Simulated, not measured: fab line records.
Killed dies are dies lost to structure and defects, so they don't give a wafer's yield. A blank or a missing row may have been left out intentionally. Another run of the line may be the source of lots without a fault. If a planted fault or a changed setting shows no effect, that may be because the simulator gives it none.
A lot that was struck, set against a sound lot -- flow sky130 -- 21 steps out of a route of 708
Sound: these wafers, L431.3, L431.5, L431.6. Struck: wafer L425.6. The cause comes at the end.
Order at every step that has rows: each side's tool, ch and its chambers, its first start. Under that, the readings that differ: sound wafers -- struck wafers -- difference of the means -- sigmas: that difference in standard deviations of wafers without a fault.
alike: readings with means less than 2 such deviations apart, plus words and numbers identical on both sides. not compared: withheld readings, readings lacking a value on some wafer, bounds such as >300 that could conceal the same value, and numbers that have no deviation in the record and whose values overlap.
A row with sigmas, a row that says differs or no value, or rows on one side alone: a step with any of these is where the two part. When numbers do not overlap yet have no deviation, they are printed without sigmas and do not part them. A reading missing from all wafers of one side parts the sides only when that side holds two or more wafers.

first, 1 step without rows for these wafers: SKY_RES_XHIGH_IMPLANT_07.
SKY_RES_XHIGH_STRIP_08: strips in O2/N2.
  sound on plasma_asher-01 ch 0,1, day 31 12:47; struck on plasma_asher-02 ch 1, day 29 10:34
reading,sound,struck,difference,sigmas
strip_time_to_endpoint_s (s),14.28 14.28 14.30,14.16,-0.13,-2
  alike: drypump_motor_current_A, oes_product_au
  not compared: rf_hours_counter_h
SKY_RES_XHIGH_TW_MEAS_09:
  sound on film_metro-02, day 31 12:53; struck on film_metro-02, day 29 10:39
  alike: RES_XHIGH_TW
then, 7 steps without rows for these wafers: SKY_SD_N_DEHYDRATE_00 (time 60 s); SKY_SD_N_HMDS_01 (prime time 60 s); SKY_SD_N_COAT_02 (resist thk 1140 nm); SKY_SD_N_SOFTBAKE_03 (time 60 s); SKY_SD_N_EXPOSE_04 (exposes mask NSDM, target cd 380 nm); SKY_SD_N_PEB_05; SKY_SD_N_DEVELOP_06 (develop time 60 s).
SKY_SD_N_CD_MEAS_07: target cd 380 nm.
  sound on cd_sem-01, day 32 16:18; struck on cd_sem-01, day 30 14:03
  alike: cd_nm
SKY_SD_N_OVL_MEAS_08:
  sound on overlay-02, day 32 16:23; struck on overlay-01, day 30 14:06
  alike: SD_N_OVL
SKY_SD_N_IMPLANT_09:
  sound on implanter-02 ch 0, day 32 16:28; struck on implanter-03 ch 0, day 30 14:14
reading,sound,struck,difference,sigmas
faraday_current_uA,12224 12214 12114,17244,+5060,+4
then, 1 step without rows for these wafers: SKY_SD_N_IMPLANT_10.
SKY_SD_N_STRIP_11: strips in O2/N2.
  sound on plasma_asher-04 ch 0,1, day 32 16:45; struck on plasma_asher-01 ch 0, day 30 14:28
reading,sound,struck,difference,sigmas
strip_time_to_endpoint_s (s),22.59 22.53 22.56,21.82,-0.74,-20
  alike: drypump_motor_current_A, oes_product_au
  not compared: rf_hours_counter_h
SKY_SD_N_TW_MEAS_12:
  sound on film_metro-01, day 32 16:50; struck on film_metro-01, day 30 14:34
  alike: SD_N_TW
then, 1 step without rows for these wafers: SKY_SD_N_CLEAN_13 (cleans in SC1/SC2, time 150 s).
SKY_SD_N_RTA_14: time 2 s.
  sound on rtp_anneal-01 ch 0, day 32 16:56; struck on rtp_anneal-02 ch 0, day 30 14:40
reading,sound,struck,difference,sigmas
wafer_temp_C_max,1078.9 1079.5 1077.4,1075.2,-3.4,-2
  alike: anneal_temp_c_max, lamp_power_pct, ramp_up_c_per_s
SKY_SD_N_RS_MEAS_16: a four-point-probe measurement.
  sound on film_metro-01, day 32 17:08; struck on film_metro-01, day 30 15:15
reading,sound,struck,difference,sigmas
SD_N_RS (ohm/sq),68.44 68.66 68.46,70.46,+1.94,+18
  not compared: hold
SKY_SD_N_RS_MEAS_17: a four-point-probe measurement.
  sound on film_metro-01, day 32 17:16; struck on film_metro-01, day 31 03:38
reading,sound,struck,difference,sigmas
hold,- - -,await_dispo/12.3h/release,no value on the sound wafers,
  alike: SD_P_RS
-- the record jumps here: 17 days lie between the struck wafers' starts before and after (it left off in module SD_N and takes up again in module PAD_OPEN, whose first step shown is number 708 of the route) --
SKY_PAD_OPEN_PROBE_99:
  sound on prober-01, day 49 05:09; struck on prober-02, day 47 20:35
reading,sound,struck,difference,sigmas
model.etest.res_ndiff.line_ohm_um,782.3 781.6 787,802.6,+19.0,
model.etest.sonos_uncharged.r_on_ohm_um,815.6 816.1 818.7,826.8,+10.0,
model.etest.licon_ndiff.rc_ohm,186.6 186.2 188.4,179.3,-7.8,
model.etest.res_ndiff_hv.rs_ohm_sq,116.3 116.5 115.8,117.2,+1.0,
model.etest.res_ndiff.rs_ohm_sq,121.8 121.7 122.7,123.7,+1.6,
  alike: killed_at_M0_to_M3, killed_at_M4_up, killed_at_contacts, killed_at_front_end, killed_at_other, killed_dies, killed_open, killed_short

## WHERE THEY PART
Last at SKY_SD_N_RS_MEAS_17 as far as this record goes, first at SKY_RES_XHIGH_STRIP_08. Later steps at which nothing parts them and some readings are alike: SKY_PAD_OPEN_PROBE_99.

WHY: what the simulator had put in
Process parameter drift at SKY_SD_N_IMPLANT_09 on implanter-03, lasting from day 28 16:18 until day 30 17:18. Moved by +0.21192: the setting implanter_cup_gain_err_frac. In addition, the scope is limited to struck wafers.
